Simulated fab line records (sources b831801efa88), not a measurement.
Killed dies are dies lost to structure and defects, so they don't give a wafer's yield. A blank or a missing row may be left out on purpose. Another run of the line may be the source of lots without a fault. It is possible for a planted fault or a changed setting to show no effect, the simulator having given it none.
Struck lot and sound lot, side by side :: flow gf180mcu :: 18 steps out of a route of 602
Sound: these wafers, L436.2, L436.5, L436.6. The struck wafers were L429.1, L429.2, L429.4. The cause is given at the end.
Each step with rows lists, per side, the tool, then ch with its chambers, then its first start. Under that, the readings that differ: sound wafers :: struck wafers :: difference of the means :: sigmas: that difference in standard deviations of wafers without a fault.
alike: readings with means less than 2 such deviations apart, plus words and numbers identical on both sides. not compared: withheld readings, readings lacking a value on some wafer, bounds such as >300 that could conceal the same value, and numbers that have no deviation in the record and whose values overlap.
A row with sigmas, a row that says differs or no value, or rows on one side alone: a step with any of these is where the two part. Numbers that don't overlap but have no deviation are shown without sigmas and don't part them. A reading that every wafer of one side lacks parts them only if that side has two wafers or more.

GF_NSD_CD_MEAS_07: target cd 400 nm.
  struck on cd sem-02, day 16 19:03; sound on cd sem-01, day 19 05:41
reading: cd nm (nm)
sound: 402.4 400.6 401.0
struck: 395.3 395.3 397.4
difference: -5.3
sigmas: -2
GF_NSD_OVL_MEAS_08:
  struck on overlay-01, day 16 19:10; sound on overlay-02, day 19 05:47
  alike: NSD_OVL
then, 2 steps without rows for these wafers: GF_NSD_IMPLANT_09; GF_NSD_IMPLANT_10.
GF_NSD_STRIP_11: strips in O2/N2.
  sound on plasma asher-04 ch 0,1, day 19 06:07; struck on plasma asher-03 ch 0,1, day 16 19:31
reading: drypump motor current A (A)
sound: 5.41 5.55 5.42
struck: 5.77 5.75 5.77
difference: +0.30
sigmas: +2
  alike: heater power w, oes product au, strip time to endpoint s
  not compared: rf hours counter h
GF_NSD_TW_MEAS_12:
  struck on film metro-04, day 16 19:37; sound on film metro-03, day 19 06:14
  alike: NSD_TW
then, 6 steps without rows for these wafers: GF_PSD_DEHYDRATE_00 (time 60 s); GF_PSD_HMDS_01 (prime time 60 s); GF_PSD_COAT_02 (resist thk 1000 nm); GF_PSD_SOFTBAKE_03 (time 60 s); GF_PSD_EXPOSE_04 (exposes mask Pplus, target cd 400 nm); GF_PSD_PEB_05.
GF_PSD_DEVELOP_06: develop time 60 s.
  sound on litho track-03 ch 0, day 20 06:15; struck on litho track-04 ch 0, day 17 18:34
  alike: chill plate temp C
GF_PSD_CD_MEAS_07: target cd 400 nm.
  struck on cd sem-02, day 17 18:43; sound on cd sem-01, day 20 06:24
reading: cd nm (nm)
sound: 400.2 401.1 401.3
struck: - - -
difference: no value on the struck wafers
sigmas: 
GF_PSD_OVL_MEAS_08:
  struck on overlay-02, day 17 18:50; sound on overlay-01, day 20 06:30
reading: PSD_OVL (nm)
sound: -1.1 -0.5 0.0
struck: - - -
difference: no value on the struck wafers
sigmas: 
after that, 1 step had no rows for these wafers: GF_PSD_IMPLANT_09.
GF_PSD_STRIP_10: strips in O2/N2.
  sound on plasma asher-01 ch 0,1, day 20 06:41; struck on plasma asher-01 ch 0,1, day 17 19:01
  alike: drypump motor current A, heater power w, oes product au, strip time to endpoint s
  not compared: rf hours counter h
GF_PSD_TW_MEAS_11:
  struck on film metro-03, day 17 19:32; sound on film metro-03, day 20 06:47
reading: PSD_TW
sound: 3165 3176 3174
struck: 30 30 30
difference: -3142
sigmas: -99 or more
  not compared: hold

== WHERE THEY PART ==
First at GF_NSD_CD_MEAS_07; last, within this record, at GF_PSD_TW_MEAS_11.

WHY: the cause the simulator had injected
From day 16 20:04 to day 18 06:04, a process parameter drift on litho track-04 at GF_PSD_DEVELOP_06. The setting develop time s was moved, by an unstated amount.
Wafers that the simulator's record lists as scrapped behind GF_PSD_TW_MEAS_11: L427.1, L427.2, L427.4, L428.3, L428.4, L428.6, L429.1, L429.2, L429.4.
